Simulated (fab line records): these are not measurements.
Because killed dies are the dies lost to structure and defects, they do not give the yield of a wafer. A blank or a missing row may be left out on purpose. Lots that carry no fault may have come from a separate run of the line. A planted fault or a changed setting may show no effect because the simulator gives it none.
Matching of chambers + flow gf180mcu + 3 sister chambers for GF_PASSIVATION_CVD_02 on pecvd-02
The step deposits Si3N4, target thk 700 nm, time 486.18 s. 18 wafers are shown with their chamber, then 9 later ones without.

WAFERS PAIRED WITH THEIR CHAMBERS
| wafer  | chamber | heater power w (W) |
|--------|---------|--------------------|
| L413.4 | 2       | 473                |
| L413.5 | 1       | 695                |
| L413.6 | 0       | 501                |
| L417.1 | 2       | 532                |
| L417.2 | 1       | 663                |
| L417.6 | 0       | 502                |
| L421.2 | 1       | 745                |
| L421.3 | 0       | 616                |
| L421.4 | 1       | 594                |
| L420.1 | 0       | 597                |
| L420.2 | 2       | 612                |
| L420.4 | 2       | 497                |
| L422.1 | 0       | 635                |
| L422.3 | 2       | 562                |
| L422.5 | 1       | 591                |
| L425.2 | 0       | 548                |
| L425.5 | 0       | 603                |
| L425.6 | 2       | 623                |

SIGNATURES (averages over the wafers above)
| reading        | chamber 0 | chamber 1 | chamber 2 | scatter within a chamber |
|----------------|-----------|-----------|-----------|--------------------------|
| heater power w | 571.71    | 657.60    | 549.83    | 60                       |
Rule: distance of a wafer from a chamber = root of the sum over the readings of ((wafer's reading minus chamber's mean) / reading's scatter) squared. The wafer belongs to the nearest chamber; if the next one is less than 2 further off, it can't be placed. The scatter: the root of (the sum of the squares of (reading less its chamber's mean) over the shown wafers, divided by (wafers less chambers)).

WAFERS MISSING THEIR CHAMBER
| wafer  | heater power w (W) |
|--------|--------------------|
| L427.2 | 579                |
| L427.5 | 600                |
| L427.6 | 500                |
| L428.3 | 598                |
| L428.5 | 576                |
| L428.6 | 625                |
| L433.2 | 610                |
| L433.3 | 634                |
| L433.6 | 602                |

EACH ONE'S CHAMBER
| wafer  | from the rows above          | in truth |
|--------|------------------------------|----------|
| L427.2 | can't be placed: 0 or 2 or 1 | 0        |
| L427.5 | can't be placed: 0 or 2 or 1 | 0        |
| L427.6 | can't be placed: 2 or 0 or 1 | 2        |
| L428.3 | can't be placed: 0 or 2 or 1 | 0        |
| L428.5 | can't be placed: 0 or 2 or 1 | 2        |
| L428.6 | can't be placed: 1 or 0 or 2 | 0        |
| L433.2 | can't be placed: 0 or 1 or 2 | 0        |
| L433.3 | can't be placed: 1 or 0 or 2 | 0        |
| L433.6 | can't be placed: 0 or 2 or 1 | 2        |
0 of 9 placed correctly. From these rows, 9 cannot be placed; in 9 the true chamber is one of the candidates. Number placed wrongly: 0.
